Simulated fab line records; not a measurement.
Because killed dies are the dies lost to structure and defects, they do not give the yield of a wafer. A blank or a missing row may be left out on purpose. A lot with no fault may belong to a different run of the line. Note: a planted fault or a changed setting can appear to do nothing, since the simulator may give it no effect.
What tool caused it? | flow sky130 | route of 708 steps, sampled at 1 step: 6 lots, 18 wafers

== WHAT EACH GAUGE READ, for each wafer ==
SKY_NWELL_THK_MEAS_02.
lot  | measured    | on            | NWELL_OXIDATION_THK (nm)
L496 | day 2 18:32 | film metro-04 | 9.85 9.98 9.77
L498 | day 3 04:36 | film metro-03 | 9.77 9.81 9.71
L502 | day 4 01:02 | film metro-04 | 9.75 10.02 9.77
L505 | day 4 18:59 | film metro-02 | 9.97 10.01 9.98
L508 | day 5 07:47 | film metro-04 | 9.54 9.57 9.61
L517 | day 7 08:16 | film metro-04 | 10.19 10.17 10.10

== TOOL THAT RAN EACH LOT (tool first, then ch and the chambers of the sampled wafers, then the start) ==
The record shows no process step preceding these readings.

== THE ANSWER, worked out from the rows above alone ==
Rule: what is usual is taken from the lots themselves. Put in order of their means at a reading, lots are off if they are a third of the lots or fewer, leave a main group of 4 or more, and stand apart from it by a gap of 3 or more times the standard deviation of the main group's means; of several such gaps the widest counts. Not used: any main group whose means are identical at the precision the tables above print for the reading. Also off: a lot with no number at a reading for which 4 or more lots have one. Any other lot the step has rows for is counted as sound.
No lot is off at any reading shown: from this, nothing can be told.

== WHAT WAS PUT IN BY THE SIMULATOR ==
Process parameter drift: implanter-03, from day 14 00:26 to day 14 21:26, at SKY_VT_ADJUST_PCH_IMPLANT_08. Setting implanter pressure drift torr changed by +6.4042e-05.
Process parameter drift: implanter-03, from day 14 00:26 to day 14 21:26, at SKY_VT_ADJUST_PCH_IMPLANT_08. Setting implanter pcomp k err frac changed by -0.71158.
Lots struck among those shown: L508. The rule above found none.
